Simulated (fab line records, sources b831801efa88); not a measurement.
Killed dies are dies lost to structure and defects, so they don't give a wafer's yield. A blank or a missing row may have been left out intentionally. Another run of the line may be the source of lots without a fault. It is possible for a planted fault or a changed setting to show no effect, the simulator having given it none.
The tool behind it: which one? :: flow sky130 :: 45 wafers sampled from 15 lots at 1 step of a route of 708

WHAT EACH GAUGE READ, for each wafer
SKY_VIA4_BOW_MEAS_03.
lot: L673
measured: day 42 09:32
on: film metro-01
VIA4_BOW (um): 76 93 91

lot: L674
measured: day 42 21:48
on: film metro-03
VIA4_BOW (um): 70 83 73

lot: L676
measured: day 43 08:45
on: film metro-03
VIA4_BOW (um): 84 88 88

lot: L677
measured: day 43 11:16
on: film metro-03
VIA4_BOW (um): 86 76 75

lot: L678
measured: day 43 21:32
on: film metro-03
VIA4_BOW (um): 87 75 69

lot: L679
measured: day 43 22:18
on: film metro-03
VIA4_BOW (um): 78 81 74

lot: L680
measured: day 44 06:42
on: film metro-04
VIA4_BOW (um): 68 73 75

lot: L681
measured: day 44 13:26
on: film metro-04
VIA4_BOW (um): 98 89 93

lot: L682
measured: day 44 17:35
on: film metro-03
VIA4_BOW (um): 76 77 82

lot: L686
measured: day 46 00:35
on: film metro-04
VIA4_BOW (um): 48 69 76

lot: L687
measured: day 46 01:37
on: film metro-03
VIA4_BOW (um): 74 82 85

lot: L688
measured: day 46 13:38
on: film metro-04
VIA4_BOW (um): 85 75 88

lot: L693
measured: day 47 16:07
on: film metro-01
VIA4_BOW (um): 79 78 73

lot: L694
measured: day 48 00:26
on: film metro-04
VIA4_BOW (um): 67 88 92

lot: L695
measured: day 48 07:31
on: film metro-04
VIA4_BOW (um): 77 83 84

EACH LOT AND THE TOOL THAT RAN IT (in order: tool; ch and the chambers of the sampled wafers; start)
There is no process step in the record ahead of these readings.

AS READ BY THE TOOLS THEMSELVES (means over the sampled wafers that have a number; for cases with no such wafer, the mark the record gives instead)
The record holds no such reading with a usual standard deviation.

THE ANSWER, worked out from the rows above alone
Rule: what is usual is taken from the lots themselves. The widest of any qualifying gaps counts: lots, ordered by their means at a reading, are off when they make up no more than a third of the lots, leave a main group of 4 or more, and stand apart from it by 3 or more times the standard deviation of that group's means. The tables above print the reading to a certain number of digits; a main group whose means all agree to those digits is not used. A lot without any number at a reading at which 4 lots or more have one is off too. Where the step has rows for the other lots, those lots are counted as sound. First the gauges in route order, then the tools' own readings, where a lot's mean is used as printed above. At the first step where some lot is off, the reading lying furthest off is the one used; lots without a number count as furthest.
None of the lots is off at any reading shown; this tells nothing.

WHAT THE SIMULATOR PUT IN
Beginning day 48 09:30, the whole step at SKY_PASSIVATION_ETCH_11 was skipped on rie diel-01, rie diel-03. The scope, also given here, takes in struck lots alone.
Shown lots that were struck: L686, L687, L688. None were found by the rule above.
